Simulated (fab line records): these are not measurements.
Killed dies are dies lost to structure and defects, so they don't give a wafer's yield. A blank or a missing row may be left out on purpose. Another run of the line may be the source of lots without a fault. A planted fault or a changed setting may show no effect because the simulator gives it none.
Which of the tools did it? | flow sky130 | 13 lots, 39 wafers sampled, at 5 steps of a route of 708

WHAT THE GAUGES SHOWED, per wafer
SKY_NWELL_OVL_MEAS_10. Usual: for NWELL_00_OVL the level is 0.1 nm and the standard deviation is 1.7.
lot  | measured     | on         | NWELL_00_OVL (nm) | flag
L901 | day 5 01:34  | overlay-02 | 0.6 1.0 1.3       |
L903 | day 5 13:10  | overlay-01 | 2.5 2.0 2.1       |
L904 | day 5 17:03  | overlay-01 | -0.5 -1.3 -0.7    |
L906 | day 6 09:37  | overlay-01 | -0.7 1.0 0.0      |
L907 | day 6 13:07  | overlay-01 | -0.1 0.1 -0.4     |
L908 | day 6 19:36  | overlay-02 | -1.8 -0.6 -2.0    |
L910 | day 7 05:19  | overlay-02 | -0.7 -1.2 -2.5    |
L912 | day 7 18:18  | overlay-01 | 0.1 0.7 1.0       |
L913 | day 7 22:19  | overlay-02 | -0.7 -0.6 -1.1    |
L918 | day 9 02:10  | overlay-01 | 1.8 2.3 4.4       |
L920 | day 9 14:33  | overlay-01 | 2.1 1.2 3.9       |
L921 | day 9 21:43  | overlay-01 | -1.1 0.1 -0.9     |
L922 | day 10 04:18 | overlay-01 | -3.6 -4.4 -2.3    |

SKY_VT_ADJUST_HVTP_TW_MEAS_11. Usual: for VT_ADJUST_HVTP_TW the level is 1366 and the standard deviation is 18.
lot  | measured     | on            | VT_ADJUST_HVTP_TW             | flag
L901 | day 6 15:26  | film-metro-01 | 1354 1348 1348                |
L903 | day 7 03:05  | film-metro-04 | 1365 1352 1352                |
L904 | day 7 08:39  | film-metro-01 | 1347 1351 1341                |
L906 | day 8 01:33  | film-metro-02 | 1385 1387 1381                |
L907 | day 8 05:53  | film-metro-04 | 1349 1354 1351                |
L908 | day 8 14:13  | film-metro-02 | 1382 1386 1380                |
L910 | day 8 22:49  | film-metro-01 | 1351 1350 1352                |
L912 | day 9 13:16  | film-metro-04 | 1194 1193 1195 1196 1198 1195 | OFF
L913 | day 9 18:10  | film-metro-04 | 1357 1354 1348                |
L918 | day 11 00:50 | film-metro-04 | 1206 1198 1196 1202 1201 1203 | OFF
L920 | day 11 13:52 | film-metro-02 | 1396 1387 1387                |
L921 | day 11 22:22 | film-metro-02 | 1392 1394 1396                |
L922 | day 12 05:19 | film-metro-01 | 1349 1354 1353                |

SKY_VT_ADJUST_NCORE_OVL_MEAS_08. Usual: for VT_ADJUST_NCORE_OVL the level is 0.3 nm and the standard deviation is 1.4.
lot  | measured     | on         | VT_ADJUST_NCORE_OVL (nm) | flag
L901 | day 9 06:02  | overlay-01 | 0.2 0.3 -0.2             |
L903 | day 9 17:26  | overlay-02 | 0.5 -1.5 -0.1            |
L904 | day 9 23:02  | overlay-01 | 2.3 2.1 0.0              |
L906 | day 10 19:34 | overlay-02 | -1.0 -0.2 -1.1           |
L907 | day 10 23:53 | overlay-02 | 1.4 2.2 1.2              |
L908 | day 11 09:23 | overlay-01 | -0.5 -1.6 -2.7           |
L910 | day 11 18:47 | overlay-01 | -0.7 -0.3 -1.5           |
L912 | day 12 11:08 | overlay-02 | 0.9 1.6 2.9              |
L913 | day 12 17:26 | overlay-01 | 1.0 0.3 1.2              |
L918 | day 14 02:05 | overlay-01 | -2.3 -1.5 -2.9           |
L920 | day 14 17:32 | overlay-02 | -0.4 0.8 -0.7            |
L921 | day 15 03:47 | overlay-01 | -0.5 0.3 1.3             |
L922 | day 15 09:59 | overlay-02 | 1.9 1.7 2.5              |

SKY_SONOS_TUNNEL_CD_MEAS_07: the cd target is 410 nm. Usual: cd-nm at 410.2 nm, with a standard deviation of 2.1.
lot  | measured     | on        | cd-nm (nm)        | flag
L901 | day 12 03:32 | cd-sem-01 | 410.2 408.0 408.9 |
L903 | day 12 16:43 | cd-sem-01 | 412.1 412.9 413.3 |
L904 | day 12 22:48 | cd-sem-02 | 409.8 411.0 408.1 |
L906 | day 13 21:40 | cd-sem-01 | 409.2 409.4 408.7 |
L907 | day 14 02:05 | cd-sem-01 | 405.8 409.6 403.9 |
L908 | day 14 12:54 | cd-sem-01 | 406.7 409.1 408.4 |
L910 | day 14 23:53 | cd-sem-01 | 410.8 408.7 407.3 |
L912 | day 15 18:12 | cd-sem-02 | 412.4 412.8 414.1 |
L913 | day 16 00:16 | cd-sem-02 | 408.0 410.0 407.4 |
L918 | day 17 13:01 | cd-sem-01 | 413.3 413.7 414.1 |
L920 | day 18 06:36 | cd-sem-02 | 410.1 409.0 406.4 |
L921 | day 18 17:56 | cd-sem-02 | 410.6 410.7 410.9 |
L922 | day 19 01:27 | cd-sem-02 | 411.2 410.5 411.7 |

WHICH TOOL RAN EACH LOT (tool, then ch and the chambers of the sampled wafers, then the start)
lot  | SKY_VT_ADJUST_HVTP_IMPLANT_09
L901 | implanter-03 ch 0, day 6 15:11
L903 | implanter-04 ch 0, day 7 02:50
L904 | implanter-04 ch 0, day 7 08:24
L906 | implanter-04 ch 0, day 8 01:18
L907 | implanter-04 ch 0, day 8 05:40
L908 | implanter-04 ch 0, day 8 13:58
L910 | implanter-03 ch 0, day 8 22:36
L912 | implanter-04 ch 0, day 9 13:01
L913 | implanter-01 ch 0, day 9 17:56
L918 | implanter-04 ch 0, day 11 00:35
L920 | implanter-03 ch 0, day 11 13:37
L921 | implanter-01 ch 0, day 11 22:08
L922 | implanter-01 ch 0, day 12 05:04
- SKY_VT_ADJUST_HVTP_IMPLANT_09

AS READ BY THE TOOLS THEMSELVES (means over the sampled wafers that have a number; for cases with no such wafer, the mark the record gives instead)
SKY_VT_ADJUST_HVTP_IMPLANT_09. Usual: dose-ions-cm2 4.3e+12, standard deviation 4.7e+09; faraday-current-uA 24.3, standard deviation 0.51.
lot  | tool         | dose-ions-cm2 | faraday-current-uA | flag
L901 | implanter-03 | 4.3e+12       | 24.2               |
L903 | implanter-04 | 4.3e+12       | 23.9               |
L904 | implanter-04 | 4.3e+12       | 24.5               |
L906 | implanter-04 | 4.3e+12       | 24.6               |
L907 | implanter-04 | 4.3e+12       | 24.2               |
L908 | implanter-04 | 4.3e+12       | 24.6               |
L910 | implanter-03 | 4.3e+12       | 24.7               |
L912 | implanter-04 | 2.9e+12       | 16.0               | OFF
L913 | implanter-01 | 4.3e+12       | 23.8               |
L918 | implanter-04 | 2.9e+12       | 16.1               | OFF
L920 | implanter-03 | 4.3e+12       | 24.3               |
L921 | implanter-01 | 4.3e+12       | 24.6               |
L922 | implanter-01 | 4.3e+12       | 24.0               |

THE ANSWER, worked out from the rows above alone
Rule: a lot is off if the mean of its wafers that have a number lies more than 3 standard deviations from the usual mean. A lot without any number at a reading at which 4 lots or more have one is off too. Any other lot the step has rows for is counted as sound. First the gauges in route order, then the tools' own readings, where a lot's mean is used as printed above. The first step at which some lot is off is used, and at that step the reading that is off furthest; a lot without a number counts as furthest.
Off: L912, L918, seen at SKY_VT_ADJUST_HVTP_TW_MEAS_11 (VT_ADJUST_HVTP_TW).
If a tool, at a process step before that reading, ran all the lots that are off and no sound lot after the first of them, it fits. The gauges at SKY_VT_ADJUST_HVTP_TW_MEAS_11 aren't tried: what is off there is off at SKY_VT_ADJUST_HVTP_IMPLANT_09 too, on other tools, and a gauge's error can't cause that. One fits: SKY_VT_ADJUST_HVTP_IMPLANT_09 on implanter-04. A fault onset in the window from L908 (day 8 13:58, its last sound lot) to L912 (day 9 13:01, its first lot off) fits.
The tool's own readings at SKY_VT_ADJUST_HVTP_IMPLANT_09 bear it out: on the lots that are off they differ by more than 5 times the standard deviation of the sound lots' means. dose-ions-cm2 reads 2.9e+12 there against 4.3e+12 on the sound lots; faraday-current-uA reads 16.1 there against 24.3 on the sound lots.

WHAT HAD BEEN PUT IN BY THE SIMULATOR
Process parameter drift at SKY_VT_ADJUST_HVTP_IMPLANT_09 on implanter-04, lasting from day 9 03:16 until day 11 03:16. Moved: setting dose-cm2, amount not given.
Struck lots among those shown: L912, L918. The rule above found the same.
